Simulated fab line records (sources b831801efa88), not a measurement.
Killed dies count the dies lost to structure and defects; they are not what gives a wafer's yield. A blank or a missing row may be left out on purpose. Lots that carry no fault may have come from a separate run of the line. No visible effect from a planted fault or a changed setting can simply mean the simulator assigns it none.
One fault through the eyes of 2 desks -- flow gf180mcu -- each desk holds nothing but its own numbers, with what lay behind them at the end

## METROLOGY DESK
What the gauges read, lot by lot, whatever tool the lot ran on: means of the sampled wafers that have a number. If a lot's mean is further than 4 standard deviations from the usual mean, the lot is out of limits and carries the mark OUT (the distance appears in the brackets).
Columns: A = POLY_GATE_CVD_00_THK at GF_POLY_GATE_THK_MEAS_01, usual 200.3 nm; B = POLY_GATE_OXIDATION_THK at GF_POLY_GATE_THK_MEAS_17, usual 4.00 nm
lot,first seen here,A,B
L166,day 8 11:26,199.9,3.90
L167,day 8 17:08,198.0,4.08
L168,day 9 00:52,197.9,3.87
L169,day 9 13:14,199.9,4.03
L170,day 9 18:51,196.2,4.00
L171,day 10 01:19,198.4,3.95
L172,day 10 10:23,199.5,3.91
L173,day 10 13:13,203.0,3.96
L178,day 12 02:50,199.4,4.09
L184,day 13 20:47,200.3,3.99
L186,day 14 08:34,200.2,3.91
L187,day 14 17:16,203.7,3.96
Result from this desk: across the 12 lots, nothing is out of limits.

## THE TOOL OWNER'S DESK: litho_track-03
The tool's own readings at GF_HV_LDD_COAT_02 (resist thk 1000 nm): means of the sampled wafers that have a number, for each lot that ran on this tool. If a lot's mean is further than 4 standard deviations from the usual mean, the lot is out of limits and carries the mark OUT (the distance appears in the brackets).
Columns: A = exhaust_pa at GF_HV_LDD_COAT_02, usual 44.9 Pa; B = resist_line_temp_C at GF_HV_LDD_COAT_02, usual 23.00 C
lot,first seen here,A,B
L167,day 9 20:56,44.3,23.10
L169,day 10 18:09,45.6,23.01
L170,day 11 00:47,44.5,22.93
L173,day 11 19:00,45.0,23.05
L178,day 13 10:26,45.6,23.02
Result from this desk: across the 5 lots, nothing is out of limits.

## ALL TOGETHER
At the metrology desk, nothing out of limits was observed.
The tool owner's desk saw nothing out of limits.

## WHAT THE SIMULATOR HAD PUT IN
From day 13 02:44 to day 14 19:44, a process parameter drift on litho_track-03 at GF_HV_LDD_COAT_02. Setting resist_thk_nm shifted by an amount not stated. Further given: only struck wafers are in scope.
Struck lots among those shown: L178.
